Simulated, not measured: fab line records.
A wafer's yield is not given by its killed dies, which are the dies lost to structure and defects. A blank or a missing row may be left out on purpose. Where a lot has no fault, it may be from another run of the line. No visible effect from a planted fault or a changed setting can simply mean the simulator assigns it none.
fab line records	flow sky130
record: lots: 24	wafers: 72	lastDay: 50
route steps=708 shown METAL2@500 VIA2@520 METAL3@534
lots with no fault: from the same line, run without faults
startH: hours from the record's opening day to when the first of the lot's shown wafers began	waitH: hours since the lot's step before	" repeats the value in the row above	L1.1+2: a single row standing in for several wafers	- no value, or no start was given	* or withheld: withheld	< > ~ a bound
route shown NAME@n: names a module that has steps shown in the file, with the first one's number in the route	usual: average and standard deviation across the fault-free wafers	same: alike in all rows	chamber/n: place in a boat	sites: each site's reading	_std_site: the values' standard deviation	_edge_site: the outer-site mean with the inner-site mean subtracted	radiusMm: for every site, how far away it sits from the centre of the wafer	mask NAME#n: copy n	behind: the last tool/chamber to shape the wafer	hold: reason for holding the lot/hours on hold/outcome of the hold	device: whichever transistor did not switch (one of n, p or np)	end of line: the tests these same wafers got at the end of their route	for a step that has no rows: nothing shown but its recipe	killed: count of dies lost to structure and defects at first sort (not the wafer's yield)	map: shows each die of a wafer: x if killed, . if not, _ if none is there
set.NAME: the setting the step ran with; set.NAME@STEP: the setting that earlier step ran with	model.NAME: the simulator's own value behind a step, which no gauge read
steps of the route over a sample of lots; a table a step, a row a wafer
services: from which hour (startH, from the record's first day; less than 0 if before it) a tool's chamber was out of use, for how many hours, and why
== steps ==
step: SKY_METAL2_DESCUM_17
recipe: chemistry: O2	sourcePowerW: 150	biasPowerW: 0	pressureMtorr: 10	tempC: 40	timeS: 8
usual: drypumpMotorCurrentA: 5.7/0.37	oesProductAu: 0.997/0.015
lot.wafer	tool	chamber	startH	waitH	drypumpMotorCurrentA	oesProductAu	rfHoursCounterH
L074.1	rieMetal-01	0	819.17	0.0	4.8	1.011	14
L074.3	"	0	"	"	4.9	1.016	-
L074.4	"	1	"	"	6.0	1.020	-
L075.1	rieMetal-03	0	822.05	0.0	5.9	1.009	8
L075.4	"	1	"	"	5.4	0.985	-
L075.6	"	0	"	"	5.9	1.011	-
L076.1	rieMetal-04	0	827.10	0.0	5.9	0.989	8
L076.3	"	0	"	"	5.9	0.980	-
L076.6	"	0	"	"	5.9	0.981	-
L077.1	rieMetal-04	0	844.35	0.0	5.9	0.990	9
L077.5	"	0	"	"	5.9	0.985	-
L077.6	"	1	"	"	5.8	0.991	-
L078.2	rieMetal-01	0	845.50	0.0	4.8	1.000	15
L078.3	"	0	"	"	4.9	1.004	-
L078.4	"	1	"	"	6.0	1.010	-
L079.2	rieMetal-04	0	860.85	0.0	5.9	0.995	9
L079.3	"	0	"	"	5.9	0.996	-
L079.5	"	0	"	"	5.9	0.989	-
L080.2	rieMetal-01	0	873.87	0.0	4.9	1.018	16
L080.4	"	0	"	"	4.9	1.015	-
L080.5	"	1	"	"	6.0	1.016	-
L081.1	rieMetal-04	0	876.62	0.0	5.9	0.984	10
L081.3	"	0	"	"	5.9	0.992	-
L081.6	"	1	"	"	5.8	0.994	-
L082.1	rieMetal-03	0	885.35	0.0	5.9	1.009	11
L082.4	"	0	"	"	5.9	1.015	-
L082.5	"	0	"	"	5.9	1.008	-
L084.1	rieMetal-01	0	896.25	0.0	4.9	1.014	18
L084.4	"	0	"	"	4.9	1.019	-
L084.5	"	0	"	"	4.9	1.011	-
L083.3	rieMetal-03	1	896.43	0.0	5.4	0.979	-
L083.4	"	0	"	"	5.9	1.014	-
L083.5	"	0	"	"	5.9	1.000	-
L085.1	rieMetal-04	0	905.95	0.0	5.9	0.979	12
L085.4	"	1	"	"	5.8	1.001	-
L085.6	"	1	"	"	5.7	0.987	-
L086.1	rieMetal-01	0	908.10	0.0	4.8	1.018	19
L086.4	"	0	"	"	4.9	1.006	-
L086.5	"	0	"	"	4.9	1.004	-
L087.2	rieMetal-01	1	923.68	0.0	6.0	1.004	-
L087.4	"	1	"	"	6.0	1.020	-
L087.6	"	1	"	"	6.0	1.012	-
L088.3	rieMetal-04	0	927.41	0.0	5.9	0.973	-
L088.4	"	1	"	"	5.8	0.995	-
L088.6	"	0	"	"	5.9	0.975	-
L089.1	rieMetal-04	0	942.55	0.0	5.9	0.966	13
L089.3	"	1	"	"	5.8	0.992	-
L089.5	"	1	"	"	5.8	0.998	-
L090.3	rieMetal-03	0	948.18	0.0	5.9	0.999	-
L090.5	"	1	"	"	5.5	0.966	-
L090.6	"	0	"	"	5.9	1.000	-
L091.3	rieMetal-04	0	952.08	0.0	5.9	0.986	-
L091.5	"	0	"	"	5.9	0.975	-
L091.6	"	1	"	"	5.8	1.007	-
L092.2	rieMetal-03	1	954.85	0.0	5.5	0.988	17
L092.3	"	1	"	"	5.4	0.988	-
L092.6	"	1	"	"	5.4	0.986	-
L093.1	rieMetal-03	0	964.00	0.0	5.9	0.998	15
L093.4	"	0	"	"	5.9	1.009	-
L093.5	"	1	"	"	5.4	0.974	-
L095.2	rieMetal-04	0	967.77	0.0	5.9	0.988	15
L095.4	"	0	"	"	5.9	0.985	-
L095.5	"	0	"	"	5.9	0.973	-
L094.1	rieMetal-03	0	973.40	0.0	5.9	0.992	15
L094.3	"	1	"	"	5.4	0.980	-
L094.4	"	0	"	"	5.9	0.996	-
L096.1	rieMetal-04	1	977.38	0.0	5.8	1.014	16
L096.2	"	0	"	"	5.9	0.976	15
L096.4	"	1	"	"	5.8	1.011	-
L097.1	rieMetal-04	0	995.00	0.0	5.9	0.976	16
L097.2	"	1	"	"	5.7	0.997	16
L097.3	"	0	"	"	5.9	0.972	-
step: SKY_VIA2_OVL_MEAS_13
usual: VIA2_OVL: 2/5.5
lot.wafer	tool	chamber	startH	waitH	VIA2_OVL[nm]
L074.1	overlay-01	-	846.72	0.1	-1
L074.3	"	-	"	"	9
L074.4	"	-	"	"	-1
L075.1	overlay-01	-	849.37	0.1	-1
L075.4	"	-	"	"	7
L075.6	"	-	"	"	9
L076.1	overlay-02	-	854.57	0.1	7
L076.3	"	-	"	"	9
L076.6	"	-	"	"	2
L077.1	overlay-02	-	872.22	0.1	3
L077.5	"	-	"	"	4
L077.6	"	-	"	"	4
L078.2	overlay-01	-	872.87	0.1	-6
L078.3	"	-	"	"	-3
L078.4	"	-	"	"	-8
L079.2	overlay-01	-	888.07	0.1	11
L079.3	"	-	"	"	7
L079.5	"	-	"	"	12
L080.2	overlay-01	-	900.67	0.1	6
L080.4	"	-	"	"	6
L080.5	"	-	"	"	0
L081.1	overlay-01	-	902.92	0.1	4
L081.3	"	-	"	"	12
L081.6	"	-	"	"	9
L082.1	overlay-02	-	911.37	0.1	6
L082.4	"	-	"	"	1
L082.5	"	-	"	"	0
L083.3	overlay-01	-	922.68	0.1	7
L083.4	"	-	"	"	2
L083.5	"	-	"	"	1
L084.1	overlay-01	-	923.17	0.1	-4
L084.4	"	-	"	"	4
L084.5	"	-	"	"	0
L085.1	overlay-01	-	932.27	0.1	-6
L085.4	"	-	"	"	-4
L085.6	"	-	"	"	-8
L086.1	overlay-02	-	934.27	0.1	-5
L086.4	"	-	"	"	-2
L086.5	"	-	"	"	-3
L087.2	overlay-01	-	949.42	0.1	-10
L087.4	"	-	"	"	-7
L087.6	"	-	"	"	-6
L088.3	overlay-01	-	953.13	0.1	8
L088.4	"	-	"	"	4
L088.6	"	-	"	"	10
L089.1	overlay-02	-	968.22	0.1	6
L089.3	"	-	"	"	2
L089.5	"	-	"	"	7
L090.3	overlay-02	-	973.53	0.1	1
L090.5	"	-	"	"	6
L090.6	"	-	"	"	-2
L091.3	overlay-01	-	977.23	0.1	1
L091.5	"	-	"	"	4
L091.6	"	-	"	"	5
L092.2	overlay-01	-	980.52	0.1	2
L092.3	"	-	"	"	4
L092.6	"	-	"	"	1
L093.1	overlay-01	-	988.77	0.1	7
L093.4	"	-	"	"	10
L093.5	"	-	"	"	6
L095.2	overlay-01	-	992.13	0.1	-1
L095.4	"	-	"	"	-4
L095.5	"	-	"	"	-2
L094.1	overlay-02	-	998.37	0.1	0
L094.3	"	-	"	"	0
L094.4	"	-	"	"	-1
L096.1	overlay-01	-	1002.62	0.1	-5
L096.2	"	-	"	"	-2
L096.4	"	-	"	"	1
L097.1	overlay-01	-	1019.77	0.1	-7
L097.2	"	-	"	"	2
L097.3	"	-	"	"	-4
step: SKY_VIA2_STRIP_16
recipe: chemistry: O2/N2	powerW: 1400	pressureMtorr: 1500	platenTempC: withheld	o2FlowSccm: 3000	n2FlowSccm: 300	overashFraction: 0.5
usual: drypumpMotorCurrentA: 6.0/0.38	oesProductAu: 0.398/0.0042	stripTimeToEndpointS: 4.03/0.032
lot.wafer	tool	chamber	startH	waitH	drypumpMotorCurrentA	oesProductAu	rfHoursCounterH	stripTimeToEndpointS
L074.1	plasmaAsher-03	0	846.86	0.0	5.5	0.395	10	3.99
L074.3	"	0	"	"	5.5	0.402	-	4.00
L074.4	"	1	"	"	6.1	0.402	-	4.04
L075.1	plasmaAsher-01	1	849.51	0.0	5.9	0.395	75	4.01
L075.4	"	0	"	"	6.7	0.395	-	4.00
L075.6	"	1	"	"	5.9	0.397	-	4.00
L076.1	plasmaAsher-02	0	854.71	0.0	6.1	0.391	43	3.96
L076.3	"	0	"	"	6.1	0.394	-	4.00
L076.6	"	0	"	"	6.1	0.392	-	3.96
L077.1	plasmaAsher-01	1	872.36	0.0	5.9	0.398	77	4.03
L077.5	"	0	"	"	6.7	0.412	-	4.04
L077.6	"	1	"	"	5.9	0.386	-	4.01
L078.2	plasmaAsher-03	0	873.01	0.0	5.6	0.392	13	3.99
L078.3	"	1	"	"	6.1	0.392	-	4.03
L078.4	"	0	"	"	5.5	0.404	-	4.02
L079.2	plasmaAsher-02	1	888.21	0.0	5.6	0.400	44	4.04
L079.3	"	0	"	"	6.1	0.391	-	4.05
L079.5	"	0	"	"	6.0	0.400	-	4.03
L080.2	plasmaAsher-01	0	900.81	0.0	6.7	0.400	81	4.08
L080.4	"	1	"	"	5.9	0.393	-	3.96
L080.5	"	1	"	"	5.9	0.397	-	3.96
L081.1	plasmaAsher-02	0	903.06	0.0	6.1	0.386	46	4.02
L081.3	"	1	"	"	5.6	0.397	-	4.04
L081.6	"	1	"	"	5.6	0.399	-	4.02
L082.1	plasmaAsher-02	1	911.51	0.0	5.6	0.398	47	4.03
L082.4	"	0	"	"	6.1	0.395	-	4.02
L082.5	"	0	"	"	6.1	0.396	-	4.05
L083.3	plasmaAsher-01	0	922.84	0.1	6.7	0.394	-	4.02
L083.4	"	1	"	"	5.9	0.397	-	4.00
L083.5	"	1	"	"	5.9	0.397	-	4.01
L084.1	plasmaAsher-01	0	923.31	0.0	6.7	0.397	83	4.04
L084.4	"	0	"	"	6.7	0.402	-	4.01
L084.5	"	1	"	"	5.9	0.403	-	4.03
L085.1	plasmaAsher-02	0	932.41	0.0	6.1	0.397	49	3.98
L085.4	"	1	"	"	5.7	0.398	-	3.96
L085.6	"	1	"	"	5.6	0.400	-	4.09
L086.1	plasmaAsher-03	0	934.41	0.0	5.5	0.397	19	4.05
L086.4	"	1	"	"	6.1	0.398	-	4.00
L086.5	"	1	"	"	6.1	0.399	-	3.96
L087.2	plasmaAsher-03	1	949.56	0.0	6.1	0.396	21	4.02
L087.4	"	0	"	"	5.5	0.400	-	4.06
L087.6	"	0	"	"	5.5	0.408	-	4.10
L088.3	plasmaAsher-03	0	953.29	0.1	5.6	0.394	-	4.00
L088.4	"	1	"	"	6.1	0.403	-	4.02
L088.6	"	1	"	"	6.1	0.400	-	4.01
L089.1	plasmaAsher-03	1	968.36	0.0	6.1	0.404	22	4.07
L089.3	"	0	"	"	5.5	0.394	-	4.05
L089.5	"	0	"	"	5.6	0.394	-	4.03
L090.3	plasmaAsher-02	0	973.69	0.1	6.0	0.404	-	4.05
L090.5	"	0	"	"	6.1	0.398	-	4.02
L090.6	"	1	"	"	5.6	0.393	-	4.03
L091.3	plasmaAsher-03	0	977.39	0.1	5.5	0.400	-	4.01
L091.5	"	1	"	"	6.1	0.405	-	4.06
L091.6	"	0	"	"	5.6	0.402	-	4.07
L092.2	plasmaAsher-02	1	980.66	0.0	5.7	0.400	54	4.08
L092.3	"	0	"	"	6.1	0.404	-	3.99
L092.6	"	0	"	"	6.1	0.394	-	3.97
L093.1	plasmaAsher-01	0	988.91	0.0	6.7	0.399	90	4.03
L093.4	"	1	"	"	5.9	0.399	-	4.09
L093.5	"	0	"	"	6.7	0.398	-	4.01
L095.2	plasmaAsher-01	1	992.26	0.0	5.9	0.404	90	4.04
L095.4	"	1	"	"	5.9	0.400	-	4.07
L095.5	"	0	"	"	6.7	0.394	-	4.02
L094.1	plasmaAsher-01	1	998.51	0.0	5.9	0.398	90	3.96
L094.3	"	0	"	"	6.7	0.402	-	4.00
L094.4	"	1	"	"	5.9	0.400	-	4.05
L096.1	plasmaAsher-02	0	1002.76	0.0	6.1	0.398	56	4.06
L096.2	"	1	"	"	5.6	0.402	56	4.03
L096.4	"	1	"	"	5.6	0.403	-	4.07
L097.1	plasmaAsher-03	1	1019.91	0.0	6.1	0.396	27	3.97
L097.2	"	0	"	"	5.5	0.393	27	4.03
L097.3	"	0	"	"	5.6	0.392	-	4.01
step: SKY_METAL3_SPUTTER_02
recipe: material: AlCu	targetThkNm: 735	powerW: 10600	timeS: 39.1	chamberPressurePa: 0.4
usual: throttleValvePct: 30.2/0.98
lot.wafer	tool	chamber	startH	waitH	throttleValvePct
L074.1	pvdSputter-04	-	848.21	0.0	31.0
L074.3	"	-	"	"	31.2
L074.4	"	-	"	"	29.9
L075.1	pvdSputter-01	-	850.85	0.0	28.7
L075.4	"	-	"	"	30.5
L075.6	"	-	"	"	31.5
L076.1	pvdSputter-01	-	856.15	0.0	30.3
L076.3	"	-	"	"	31.6
L076.6	"	-	"	"	28.8
L077.1	pvdSputter-02	-	873.70	0.0	29.1
L077.5	"	-	"	"	29.0
L077.6	"	-	"	"	29.0
L078.2	pvdSputter-04	-	874.32	0.0	30.4
L078.3	"	-	"	"	29.9
L078.4	"	-	"	"	31.5
L079.2	pvdSputter-04	-	889.52	0.0	31.1
L079.3	"	-	"	"	31.4
L079.5	"	-	"	"	30.9
L080.2	pvdSputter-04	-	902.12	0.0	30.8
L080.4	"	-	"	"	30.1
L080.5	"	-	"	"	31.1
L081.1	pvdSputter-04	-	904.43	0.0	30.6
L081.3	"	-	"	"	31.2
L081.6	"	-	"	"	29.5
L082.1	pvdSputter-04	-	912.82	0.0	31.2
L082.4	"	-	"	"	30.4
L082.5	"	-	"	"	29.8
L083.3	pvdSputter-04	-	924.13	0.0	31.2
L083.4	"	-	"	"	31.1
L083.5	"	-	"	"	30.1
L084.1	pvdSputter-02	-	924.63	0.0	29.2
L084.4	"	-	"	"	30.4
L084.5	"	-	"	"	29.3
L085.1	pvdSputter-02	-	933.78	0.0	29.0
L085.4	"	-	"	"	28.8
L085.6	"	-	"	"	29.2
L086.1	pvdSputter-01	-	935.76	0.0	31.4
L086.4	"	-	"	"	31.6
L086.5	"	-	"	"	28.7
L087.2	pvdSputter-02	-	951.28	0.0	28.9
L087.4	"	-	"	"	30.7
L087.6	"	-	"	"	28.8
L088.3	pvdSputter-02	-	954.60	0.0	29.0
L088.4	"	-	"	"	28.7
L088.6	"	-	"	"	31.0
L089.1	pvdSputter-02	-	969.78	0.0	30.6
L089.3	"	-	"	"	29.3
L089.5	"	-	"	"	28.8
L090.3	pvdSputter-01	-	975.60	0.0	30.1
L090.5	"	-	"	"	28.6
L090.6	"	-	"	"	30.4
L091.3	pvdSputter-01	-	979.16	0.0	30.8
L091.5	"	-	"	"	30.3
L091.6	"	-	"	"	28.6
L092.2	pvdSputter-04	-	981.97	0.0	30.3
L092.3	"	-	"	"	31.1
L092.6	"	-	"	"	30.4
L093.1	pvdSputter-01	-	990.22	0.0	31.8
L093.4	"	-	"	"	28.6
L093.5	"	-	"	"	31.5
L095.2	pvdSputter-01	-	993.60	0.0	31.5
L095.4	"	-	"	"	30.4
L095.5	"	-	"	"	31.0
L094.1	pvdSputter-04	-	999.85	0.0	31.0
L094.3	"	-	"	"	31.2
L094.4	"	-	"	"	30.3
L096.1	pvdSputter-04	-	1004.11	0.0	31.4
L096.2	"	-	"	"	30.3
L096.4	"	-	"	"	31.1
L097.1	pvdSputter-04	-	1021.29	0.0	30.3
L097.2	"	-	"	"	29.9
L097.3	"	-	"	"	31.1
step: SKY_METAL3_SPUTTER_04
recipe: material: TiN	targetThkNm: 70	powerW: 6500	timeS: 58.3	chamberPressurePa: 0.4
usual: throttleValvePct: 30.2/1
lot.wafer	tool	chamber	startH	waitH	throttleValvePct
L074.1	pvdSputter-04	-	848.27	0.0	31.0
L074.3	"	-	"	"	31.1
L074.4	"	-	"	"	29.9
L075.1	pvdSputter-01	-	850.91	0.0	28.6
L075.4	"	-	"	"	30.4
L075.6	"	-	"	"	31.7
L076.1	pvdSputter-01	-	856.21	0.0	30.3
L076.3	"	-	"	"	31.6
L076.6	"	-	"	"	28.7
L077.1	pvdSputter-02	-	873.76	0.0	28.7
L077.5	"	-	"	"	28.6
L077.6	"	-	"	"	29.3
L078.2	pvdSputter-04	-	874.38	0.0	30.6
L078.3	"	-	"	"	29.7
L078.4	"	-	"	"	31.1
L079.2	pvdSputter-04	-	889.58	0.0	31.1
L079.3	"	-	"	"	31.5
L079.5	"	-	"	"	31.4
L080.2	pvdSputter-04	-	902.18	0.0	31.2
L080.4	"	-	"	"	29.8
L080.5	"	-	"	"	31.0
L081.1	pvdSputter-04	-	904.49	0.0	30.6
L081.3	"	-	"	"	31.1
L081.6	"	-	"	"	29.6
L082.1	pvdSputter-04	-	912.88	0.0	31.3
L082.4	"	-	"	"	30.5
L082.5	"	-	"	"	30.0
L083.3	pvdSputter-04	-	924.19	0.0	31.3
L083.4	"	-	"	"	30.9
L083.5	"	-	"	"	30.4
L084.1	pvdSputter-02	-	924.68	0.0	28.9
L084.4	"	-	"	"	30.6
L084.5	"	-	"	"	29.0
L085.1	pvdSputter-02	-	933.84	0.0	29.0
L085.4	"	-	"	"	28.8
L085.6	"	-	"	"	28.8
L086.1	pvdSputter-01	-	935.81	0.0	31.7
L086.4	"	-	"	"	31.8
L086.5	"	-	"	"	28.7
L087.2	pvdSputter-02	-	951.34	0.0	28.6
L087.4	"	-	"	"	30.6
L087.6	"	-	"	"	28.8
L088.3	pvdSputter-02	-	954.66	0.0	28.7
L088.4	"	-	"	"	28.9
L088.6	"	-	"	"	30.5
L089.1	pvdSputter-02	-	969.83	0.0	30.8
L089.3	"	-	"	"	29.0
L089.5	"	-	"	"	29.0
L090.3	pvdSputter-01	-	975.66	0.0	30.7
L090.5	"	-	"	"	28.4
L090.6	"	-	"	"	30.4
L091.3	pvdSputter-01	-	979.22	0.0	30.9
L091.5	"	-	"	"	30.4
L091.6	"	-	"	"	28.6
L092.2	pvdSputter-04	-	982.03	0.0	30.6
L092.3	"	-	"	"	31.2
L092.6	"	-	"	"	30.4
L093.1	pvdSputter-01	-	990.28	0.0	31.6
L093.4	"	-	"	"	28.5
L093.5	"	-	"	"	31.7
L095.2	pvdSputter-01	-	993.66	0.0	31.7
L095.4	"	-	"	"	30.2
L095.5	"	-	"	"	30.9
L094.1	pvdSputter-04	-	999.90	0.0	31.1
L094.3	"	-	"	"	31.0
L094.4	"	-	"	"	30.6
L096.1	pvdSputter-04	-	1004.16	0.0	31.1
L096.2	"	-	"	"	30.3
L096.4	"	-	"	"	31.3
L097.1	pvdSputter-04	-	1021.35	0.0	30.3
L097.2	"	-	"	"	30.0
L097.3	"	-	"	"	31.2
step: SKY_METAL3_CD_MEAS_13
recipe: targetCdNm: 300
usual: cdNm: 300.1/1.4
lot.wafer	tool	chamber	startH	waitH	cdNm
L074.1	cdSem-01	-	900.20	-	301.1
L074.3	"	-	"	"	299.5
L074.4	"	-	"	"	300.4
L075.1	cdSem-01	-	901.86	-	300.6
L075.4	"	-	"	"	302.4
L075.6	"	-	"	"	300.5
L076.1	cdSem-02	-	907.25	-	300.1
L076.3	"	-	"	"	301.2
L076.6	"	-	"	"	300.2
L077.1	cdSem-02	-	925.01	-	300.4
L077.5	"	-	"	"	300.3
L077.6	"	-	"	"	301.3
L078.2	cdSem-01	-	925.52	-	302.0
L078.3	"	-	"	"	302.8
L078.4	"	-	"	"	301.0
L079.2	cdSem-01	-	940.27	-	300.1
L079.3	"	-	"	"	300.3
L079.5	"	-	"	"	299.4
L080.2	cdSem-02	-	952.57	-	298.7
L080.4	"	-	"	"	298.4
L080.5	"	-	"	"	297.9
L081.1	cdSem-02	-	954.00	-	298.9
L081.3	"	-	"	"	299.6
L081.6	"	-	"	"	300.7
L082.1	cdSem-02	-	962.05	-	302.4
L082.4	"	-	"	"	301.2
L082.5	"	-	"	"	302.2
L083.3	cdSem-02	-	973.49	-	300.0
L083.4	"	-	"	"	298.2
L083.5	"	-	"	"	298.9
L084.1	cdSem-01	-	973.80	-	300.0
L084.4	"	-	"	"	299.8
L084.5	"	-	"	"	298.5
L085.1	cdSem-01	-	983.31	-	299.1
L085.4	"	-	"	"	298.8
L085.6	"	-	"	"	299.4
L086.1	cdSem-02	-	983.66	-	298.7
L086.4	"	-	"	"	300.0
L086.5	"	-	"	"	302.1
L087.2	cdSem-02	-	1003.27	-	300.0
L087.4	"	-	"	"	301.0
L087.6	"	-	"	"	301.8
L088.3	cdSem-02	-	1003.64	-	295.9
L088.4	"	-	"	"	296.4
L088.6	"	-	"	"	297.2
L089.1	cdSem-01	-	1016.35	-	300.1
L089.3	"	-	"	"	299.4
L089.5	"	-	"	"	299.1
L090.3	cdSem-01	-	1022.65	-	301.4
L090.5	"	-	"	"	301.4
L090.6	"	-	"	"	300.5
L091.3	cdSem-01	-	1026.20	-	301.3
L091.5	"	-	"	"	300.6
L091.6	"	-	"	"	299.6
L092.2	cdSem-01	-	1029.22	-	299.4
L092.3	"	-	"	"	299.3
L092.6	"	-	"	"	299.6
L093.1	cdSem-02	-	1036.55	-	299.9
L093.4	"	-	"	"	301.7
L093.5	"	-	"	"	299.9
L095.2	cdSem-02	-	1038.98	-	300.9
L095.4	"	-	"	"	299.6
L095.5	"	-	"	"	300.8
L094.1	cdSem-01	-	1045.40	-	297.9
L094.3	"	-	"	"	300.1
L094.4	"	-	"	"	299.7
L096.1	cdSem-02	-	1049.85	-	298.9
L096.2	"	-	"	"	298.8
L096.4	"	-	"	"	298.6
L097.1	cdSem-01	-	1065.60	-	302.3
L097.2	"	-	"	"	302.2
L097.3	"	-	"	"	302.3
== services ==
tool	chamber	startH	hours	kind
rieMetal-03	0	795.65	12.7	repair
rieMetal-04	1	824.33	14.4	repair
plasmaAsher-01	-	825.82	2.8	pm
rieMetal-03	1	853.32	9.6	repair
plasmaAsher-02	-	872.94	14.6	pm
pvdSputter-02	1	873.81	-	consumableReplace:kit
pvdSputter-02	1	873.81	18.0	scheduledDown
pvdSputter-02	1	873.81	18.0	ventCycle
pvdSputter-04	0	886.14	-	consumableReplace:kit
pvdSputter-04	0	886.14	18.0	scheduledDown
pvdSputter-04	0	886.14	18.0	ventCycle
pvdSputter-04	-	904.86	0.8	repair
pvdSputter-01	3	934.08	-	consumableReplace:kit
pvdSputter-01	3	934.08	18.0	scheduledDown
pvdSputter-01	3	934.08	18.0	ventCycle
pvdSputter-02	-	939.27	0.7	repair
pvdSputter-01	-	944.39	1.8	repair
plasmaAsher-03	-	955.23	2.8	pm
plasmaAsher-03	-	958.41	9.6	repair
pvdSputter-04	-	959.22	0.5	repair
pvdSputter-02	-	995.28	26.8	repair
pvdSputter-04	3	1004.21	-	consumableReplace:kit
pvdSputter-04	3	1004.21	18.0	scheduledDown
pvdSputter-04	3	1004.21	18.0	ventCycle
== key ==
fault none
